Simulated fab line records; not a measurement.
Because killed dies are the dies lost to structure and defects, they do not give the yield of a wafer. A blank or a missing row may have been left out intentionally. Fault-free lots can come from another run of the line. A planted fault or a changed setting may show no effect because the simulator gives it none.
Which tool is to blame? :: flow gf180mcu :: 12 lots, 36 wafers sampled, at 6 steps of a route of 602

WHAT THE GAUGES READ, wafer by wafer
GF_STI_THK_MEAS_22. Usual: STI_OXIDATION_01_THK 14.9 nm, standard deviation 0.32.
lot: L912
measured: day 2 13:05
on: film_metro-03
STI_OXIDATION_01_THK (nm): 14.6 15.0 14.8
flag: 

lot: L913
measured: day 2 18:25
on: film_metro-03
STI_OXIDATION_01_THK (nm): 15.2 15.1 15.1
flag: 

lot: L916
measured: day 3 10:29
on: film_metro-02
STI_OXIDATION_01_THK (nm): 15.0 14.8 14.9
flag: 

lot: L918
measured: day 3 20:01
on: film_metro-01
STI_OXIDATION_01_THK (nm): 14.9 14.9 14.9
flag: 

lot: L920
measured: day 4 06:46
on: film_metro-02
STI_OXIDATION_01_THK (nm): 15.5 15.5 15.5
flag: 

lot: L921
measured: day 4 12:04
on: film_metro-03
STI_OXIDATION_01_THK (nm): 14.5 14.9 14.7
flag: 

lot: L922
measured: day 4 17:37
on: film_metro-01
STI_OXIDATION_01_THK (nm): 14.3 14.2 14.3
flag: 

lot: L924
measured: day 5 04:26
on: film_metro-03
STI_OXIDATION_01_THK (nm): 15.1 14.9 15.0
flag: 

lot: L925
measured: day 5 11:33
on: film_metro-03
STI_OXIDATION_01_THK (nm): 15.1 15.2 15.2
flag: 

lot: L926
measured: day 5 13:29
on: film_metro-01
STI_OXIDATION_01_THK (nm): 14.9 14.8 14.9
flag: 

lot: L927
measured: day 5 18:22
on: film_metro-01
STI_OXIDATION_01_THK (nm): 14.7 14.7 14.4
flag: 

lot: L931
measured: day 6 16:36
on: film_metro-03
STI_OXIDATION_01_THK (nm): 14.8 14.7 15.0
flag: 

GF_MVSD_OVL_MEAS_07. Usual: MVSD_OVL 0.1 nm, standard deviation 1.5.
lot: L912
measured: day 4 20:40
on: overlay-01
MVSD_OVL (nm): 0.1 0.1 -0.1
flag: 

lot: L913
measured: day 5 03:19
on: overlay-01
MVSD_OVL (nm): 1.7 -1.4 0.4
flag: 

lot: L916
measured: day 5 18:48
on: overlay-01
MVSD_OVL (nm): 1.3 -0.9 -1.5
flag: 

lot: L918
measured: day 6 07:34
on: overlay-02
MVSD_OVL (nm): 1.3 1.3 1.9
flag: 

lot: L920
measured: day 6 19:02
on: overlay-02
MVSD_OVL (nm): 0.2 0.0 0.4
flag: 

lot: L921
measured: day 7 02:34
on: overlay-01
MVSD_OVL (nm): -1.1 0.3 0.8
flag: 

lot: L922
measured: day 7 06:35
on: overlay-01
MVSD_OVL (nm): -0.6 0.3 -2.3
flag: 

lot: L924
measured: day 7 19:34
on: overlay-02
MVSD_OVL (nm): -0.4 -2.5 -0.8
flag: 

lot: L925
measured: day 8 04:05
on: overlay-02
MVSD_OVL (nm): 1.1 1.0 2.7
flag: 

lot: L926
measured: day 8 06:03
on: overlay-01
MVSD_OVL (nm): 1.0 0.1 3.0
flag: 

lot: L927
measured: day 8 13:31
on: overlay-01
MVSD_OVL (nm): 2.1 1.3 0.7
flag: 

lot: L931
measured: day 9 11:42
on: overlay-02
MVSD_OVL (nm): - - -
flag: OFF

GF_MVSD_TW_MEAS_11. Usual: MVSD_TW 1573, standard deviation 12.
lot: L912
measured: day 4 21:06
on: film_metro-02
MVSD_TW: 1554 1572 1558
flag: 

lot: L913
measured: day 5 03:45
on: film_metro-02
MVSD_TW: 1557 1573 1570
flag: 

lot: L916
measured: day 5 19:14
on: film_metro-01
MVSD_TW: 1584 1578 1594
flag: 

lot: L918
measured: day 6 07:59
on: film_metro-04
MVSD_TW: 1586 1582 1590
flag: 

lot: L920
measured: day 6 19:28
on: film_metro-04
MVSD_TW: 1587 1583 1581
flag: 

lot: L921
measured: day 7 03:00
on: film_metro-04
MVSD_TW: 1575 1577 1581
flag: 

lot: L922
measured: day 7 07:01
on: film_metro-04
MVSD_TW: 1591 1589 1581
flag: 

lot: L924
measured: day 7 19:59
on: film_metro-02
MVSD_TW: 1568 1560 1561
flag: 

lot: L925
measured: day 8 04:31
on: film_metro-02
MVSD_TW: 1552 1558 1553
flag: 

lot: L926
measured: day 8 06:29
on: film_metro-02
MVSD_TW: 1555 1542 1554
flag: 

lot: L927
measured: day 8 13:57
on: film_metro-04
MVSD_TW: 1562 1565 1555
flag: 

lot: L931
measured: day 9 12:08
on: film_metro-04
MVSD_TW: 30 30 30 30 30 30
flag: OFF

WHAT TOOL EACH LOT RAN ON (gives the tool, then ch and the chambers of the sampled wafers, and finally the start)
lot: L912
GF_STI_ETCH_13: rie_diel-01 ch 0,1, day 2 11:21
GF_STI_CMP_25: cmp-01 ch 0,1, day 2 13:17
GF_MVSD_EXPOSE_04: iline_stepper-01 ch 0, day 4 14:14

lot: L913
GF_STI_ETCH_13: rie_diel-03 ch 0,1,3, day 2 16:41
GF_STI_CMP_25: cmp-02 ch 0,1,2, day 2 18:37
GF_MVSD_EXPOSE_04: iline_stepper-02 ch 0, day 4 20:27

lot: L916
GF_STI_ETCH_13: rie_diel-01 ch 0,1,2, day 3 08:11
GF_STI_CMP_25: cmp-01 ch 1,3, day 3 10:44
GF_MVSD_EXPOSE_04: iline_stepper-02 ch 0, day 5 12:06

lot: L918
GF_STI_ETCH_13: rie_diel-03 ch 0,1,3, day 3 17:40
GF_STI_CMP_25: cmp-01 ch 0,1,2, day 3 20:26
GF_MVSD_EXPOSE_04: iline_stepper-01 ch 0, day 6 00:20

lot: L920
GF_STI_ETCH_13: rie_diel-01 ch 1,2,3, day 4 05:00
GF_STI_CMP_25: cmp-02 ch 1,3, day 4 06:57
GF_MVSD_EXPOSE_04: iline_stepper-02 ch 0, day 6 11:26

lot: L921
GF_STI_ETCH_13: rie_diel-01 ch 0,1, day 4 10:05
GF_STI_CMP_25: cmp-01 ch 0,3, day 4 12:18
GF_MVSD_EXPOSE_04: iline_stepper-02 ch 0, day 6 18:50

lot: L922
GF_STI_ETCH_13: rie_diel-03 ch 0,1, day 4 15:53
GF_STI_CMP_25: cmp-02 ch 0,1,2, day 4 17:54
GF_MVSD_EXPOSE_04: iline_stepper-02 ch 0, day 6 22:34

lot: L924
GF_STI_ETCH_13: rie_diel-02 ch 0,2, day 5 01:37
GF_STI_CMP_25: cmp-01 ch 0,1, day 5 04:41
GF_MVSD_EXPOSE_04: iline_stepper-01 ch 0, day 7 11:44

lot: L925
GF_STI_ETCH_13: rie_diel-03 ch 0,2, day 5 09:49
GF_STI_CMP_25: cmp-01 ch 0,3, day 5 11:48
GF_MVSD_EXPOSE_04: iline_stepper-01 ch 0, day 7 20:15

lot: L926
GF_STI_ETCH_13: rie_diel-03 ch 0,2,3, day 5 11:28
GF_STI_CMP_25: cmp-01 ch 0,2,3, day 5 13:40
GF_MVSD_EXPOSE_04: iline_stepper-01 ch 0, day 7 21:48

lot: L927
GF_STI_ETCH_13: rie_diel-03 ch 0,1,3, day 5 16:37
GF_STI_CMP_25: cmp-02 ch 0,1,2, day 5 18:33
GF_MVSD_EXPOSE_04: iline_stepper-01 ch 0, day 8 05:21

lot: L931
GF_STI_ETCH_13: rie_diel-03 ch 2,3, day 6 14:52
GF_STI_CMP_25: cmp-01 ch 0,2,3, day 6 16:56
GF_MVSD_EXPOSE_04: iline_stepper-01 ch 0, day 9 03:39
- GF_STI_ETCH_13: etches the open film in CHF3/O2, stops on Si, target depth 282.31 nm, time 112.9 s.
- GF_STI_CMP_25: polishes, stops on Si3N4, t overpolish 33 s, target thk 524.6 nm.
- GF_MVSD_EXPOSE_04: exposes mask MVSD, target cd 1000 nm.

WHAT THE TOOLS THEMSELVES READ (means of the sampled wafers that have a number; where no wafer has one, the mark that the record gives instead)
GF_STI_ETCH_13. Usual: chf3_flow_sccm 50.00 sccm, standard deviation 0.13; drypump_motor_current_A 5.6 A, standard deviation 0.39; oes_product_au 0.835 a.u., standard deviation 0.0058; throttle_valve_pct 8.809 %, standard deviation 0.0091.
lot: L912
tool: rie_diel-01
chf3_flow_sccm (sccm): 49.92
drypump_motor_current_A (A): 5.7
oes_product_au (a.u.): 0.835
throttle_valve_pct (%): 8.805
flag: 

lot: L913
tool: rie_diel-03
chf3_flow_sccm (sccm): 50.12
drypump_motor_current_A (A): 5.9
oes_product_au (a.u.): 0.831
throttle_valve_pct (%): 8.810
flag: 

lot: L916
tool: rie_diel-01
chf3_flow_sccm (sccm): 50.09
drypump_motor_current_A (A): 5.7
oes_product_au (a.u.): 0.845
throttle_valve_pct (%): 8.810
flag: 

lot: L918
tool: rie_diel-03
chf3_flow_sccm (sccm): 49.99
drypump_motor_current_A (A): 5.9
oes_product_au (a.u.): 0.835
throttle_valve_pct (%): 8.806
flag: 

lot: L920
tool: rie_diel-01
chf3_flow_sccm (sccm): 49.86
drypump_motor_current_A (A): 5.5
oes_product_au (a.u.): 0.835
throttle_valve_pct (%): 8.807
flag: 

lot: L921
tool: rie_diel-01
chf3_flow_sccm (sccm): 49.94
drypump_motor_current_A (A): 5.7
oes_product_au (a.u.): 0.834
throttle_valve_pct (%): 8.805
flag: 

lot: L922
tool: rie_diel-03
chf3_flow_sccm (sccm): 49.94
drypump_motor_current_A (A): 6.0
oes_product_au (a.u.): 0.838
throttle_valve_pct (%): 8.805
flag: 

lot: L924
tool: rie_diel-02
chf3_flow_sccm (sccm): 49.91
drypump_motor_current_A (A): 5.1
oes_product_au (a.u.): 0.836
throttle_valve_pct (%): 8.811
flag: 

lot: L925
tool: rie_diel-03
chf3_flow_sccm (sccm): 50.09
drypump_motor_current_A (A): 5.5
oes_product_au (a.u.): 0.835
throttle_valve_pct (%): 8.815
flag: 

lot: L926
tool: rie_diel-03
chf3_flow_sccm (sccm): 49.89
drypump_motor_current_A (A): 5.6
oes_product_au (a.u.): 0.833
throttle_valve_pct (%): 8.809
flag: 

lot: L927
tool: rie_diel-03
chf3_flow_sccm (sccm): 49.94
drypump_motor_current_A (A): 5.9
oes_product_au (a.u.): 0.839
throttle_valve_pct (%): 8.799
flag: 

lot: L931
tool: rie_diel-03
chf3_flow_sccm (sccm): 49.97
drypump_motor_current_A (A): 5.4
oes_product_au (a.u.): 0.835
throttle_valve_pct (%): 8.813
flag: 

GF_STI_CMP_25. Usual: motor_current_A 12.0 A, standard deviation 1.6; overpolish_run_s 33.001 s, standard deviation 0.0098; time_to_endpoint_s 124 s, standard deviation 5.4.
lot: L912
tool: cmp-01
motor_current_A (A): 10.6
overpolish_run_s (s): 32.996
time_to_endpoint_s (s): 130
flag: 

lot: L913
tool: cmp-02
motor_current_A (A): 12.2
overpolish_run_s (s): 32.997
time_to_endpoint_s (s): 118
flag: 

lot: L916
tool: cmp-01
motor_current_A (A): 10.7
overpolish_run_s (s): 32.999
time_to_endpoint_s (s): 125
flag: 

lot: L918
tool: cmp-01
motor_current_A (A): 11.0
overpolish_run_s (s): 33.005
time_to_endpoint_s (s): 132
flag: 

lot: L920
tool: cmp-02
motor_current_A (A): 14.6
overpolish_run_s (s): 32.995
time_to_endpoint_s (s): 123
flag: 

lot: L921
tool: cmp-01
motor_current_A (A): 11.6
overpolish_run_s (s): 33.012
time_to_endpoint_s (s): 120
flag: 

lot: L922
tool: cmp-02
motor_current_A (A): 12.1
overpolish_run_s (s): 33.003
time_to_endpoint_s (s): 121
flag: 

lot: L924
tool: cmp-01
motor_current_A (A): 11.0
overpolish_run_s (s): 32.994
time_to_endpoint_s (s): 126
flag: 

lot: L925
tool: cmp-01
motor_current_A (A): 11.6
overpolish_run_s (s): 33.001
time_to_endpoint_s (s): 122
flag: 

lot: L926
tool: cmp-01
motor_current_A (A): 11.4
overpolish_run_s (s): 33.006
time_to_endpoint_s (s): 127
flag: 

lot: L927
tool: cmp-02
motor_current_A (A): 12.0
overpolish_run_s (s): 33.007
time_to_endpoint_s (s): 118
flag: 

lot: L931
tool: cmp-01
motor_current_A (A): 11.6
overpolish_run_s (s): 33.009
time_to_endpoint_s (s): 124
flag: 

THE ANSWER, worked out from the rows above alone
Rule: take the mean of a lot's wafers that have a number; if it is more than 3 standard deviations from the usual mean, the lot is off. Also off: a lot with no number at a reading for which 4 or more lots have one. Where the step has rows for the other lots, those lots are counted as sound. After the gauges, taken in route order, come the tools' own readings; for these a lot's mean is taken, as printed above. At the first step where some lot is off, the reading lying furthest off is the one used; lots without a number count as furthest.
Off: L931, at GF_MVSD_OVL_MEAS_07 (MVSD_OVL). Without a number there: L931.
A tool fits if, at a process step before that reading, it ran every lot that is off, and no sound lot after the first of them. Not tried: the gauges at GF_MVSD_OVL_MEAS_07; whatever is off there is also off at GF_MVSD_TW_MEAS_11, on other tools, and gauge error can't account for it. Can't be told from this: 3 tools fit, rie_diel-03 at GF_STI_ETCH_13, cmp-01 at GF_STI_CMP_25, iline_stepper-01 at GF_MVSD_EXPOSE_04.

WHAT HAD BEEN PUT IN BY THE SIMULATOR
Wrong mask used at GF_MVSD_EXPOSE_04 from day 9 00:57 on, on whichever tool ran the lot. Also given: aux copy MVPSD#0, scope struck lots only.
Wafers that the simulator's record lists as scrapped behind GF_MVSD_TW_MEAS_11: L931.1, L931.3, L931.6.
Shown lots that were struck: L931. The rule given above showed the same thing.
